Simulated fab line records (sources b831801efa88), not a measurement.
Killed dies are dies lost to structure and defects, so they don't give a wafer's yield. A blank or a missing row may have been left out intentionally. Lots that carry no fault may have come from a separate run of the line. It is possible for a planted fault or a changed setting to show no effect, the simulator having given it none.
Commonality check across tools    flow gf180mcu    39 wafers sampled across 13 lots

## WHAT PROMPTED THE OPENING
At GF_DUAL_GATE_THK_MEAS_03 the reading DUAL_GATE_OXIDATION_00_THK is flagged on 1 of 13 lots. No-fault wafers: 10.84 nm, standard deviation 0.25.
Rule: a lot is flagged when every wafer of it that has a number lies more than 4 standard deviations from that mean, or none has a number. All remaining lots are regarded as sound.

lot   measured      on            DUAL_GATE_OXIDATION_00_THK (nm), wafer by wafer  flag
L953  day 8 00:23   filmMetro-03  10.59 10.48 10.76                                
L954  day 8 05:18   filmMetro-03  10.98 11.19 11.08                                
L955  day 8 13:50   filmMetro-04  10.78 10.82 10.91                                
L956  day 8 22:02   filmMetro-03  11.04 10.88 10.88                                
L957  day 9 02:23   filmMetro-03  10.81 11.02 10.87                                
L958  day 9 10:38   filmMetro-01  10.79 10.70 10.55                                
L961  day 10 03:37  filmMetro-03  16.62 16.57 16.66                                FLAGGED
L965  day 11 08:49  filmMetro-01  10.61 10.75 10.73                                
L968  day 12 08:35  filmMetro-04  10.53 10.60 10.68                                
L972  day 13 06:47  filmMetro-01  11.30 11.25 11.20                                
L973  day 13 15:05  filmMetro-01  11.10 10.93 11.05                                
L974  day 13 21:40  filmMetro-04  10.48 10.64 10.46                                
L975  day 14 06:34  filmMetro-03  10.40 10.41 10.38                                
On average the flagged lots' numbers are 16.62 nm, which is +5.78 nm against the usual, or +23 standard deviations.

## WHICH TOOL EACH LOT WENT THROUGH
The record holds 1 process step before the reading, out of a route of 602 steps. Cell contents, in order: the tool; ch with the chambers the sampled wafers went through; the start.
lot   flag     GF_DUAL_GATE_OXIDATION_02
L953           furnace-02 ch 0, day 7 22:56
L954           furnace-02 ch 0, day 8 03:51
L955           furnace-01 ch 0, day 8 12:23
L956           furnace-01 ch 0, day 8 20:33
L957           furnace-01 ch 0, day 9 00:56
L958           furnace-01 ch 0, day 9 09:11
L961  FLAGGED  furnace-01 ch 0, day 10 02:10
L965           furnace-02 ch 0, day 11 07:21
L968           furnace-02 ch 0, day 12 07:07
L972           furnace-01 ch 0, day 13 05:20
L973           furnace-01 ch 0, day 13 13:37
L974           furnace-02 ch 0, day 13 20:13
L975           furnace-02 ch 0, day 14 05:07
These steps, and what they do:
- GF_DUAL_GATE_OXIDATION_02: stabilise 600 s, purge 300 s, target thk 10.887 nm.
- GF_DUAL_GATE_THK_MEAS_03

## FLAGGED OVER TOTAL, TOOL BY TOOL (the gauges that took the reading come last)
step                       tool          lots run  flagged  share of the flagged lots  sound lots run after its first flagged lot
GF_DUAL_GATE_OXIDATION_02  furnace-01    7         1        all                        2 (L972,L973)
GF_DUAL_GATE_OXIDATION_02  furnace-02    6         0        none                       -
GF_DUAL_GATE_THK_MEAS_03   filmMetro-01  4         0        none                       -
GF_DUAL_GATE_THK_MEAS_03   filmMetro-03  6         1        all                        1 (L975)
GF_DUAL_GATE_THK_MEAS_03   filmMetro-04  3         0        none                       -

## THE TABLE: WHAT IT ALLOWS
In 2 table rows, all flagged lots were run: furnace-01 (GF_DUAL_GATE_OXIDATION_02), filmMetro-03 (GF_DUAL_GATE_THK_MEAS_03).
- furnace-01 at GF_DUAL_GATE_OXIDATION_02: 1 of its 7 lots flagged. Sound lots followed the first flagged one (L972, L973) on it, something a lasting fault affecting the whole tool could not allow.
- filmMetro-03 at GF_DUAL_GATE_THK_MEAS_03: 1 of its 6 lots flagged. Sound lots followed the first flagged one (L975) on it, something a lasting fault affecting the whole tool could not allow.
There is no row in the table that ran each flagged lot and no sound lot after the first.

## WHAT HAD BEEN PUT IN BY THE SIMULATOR
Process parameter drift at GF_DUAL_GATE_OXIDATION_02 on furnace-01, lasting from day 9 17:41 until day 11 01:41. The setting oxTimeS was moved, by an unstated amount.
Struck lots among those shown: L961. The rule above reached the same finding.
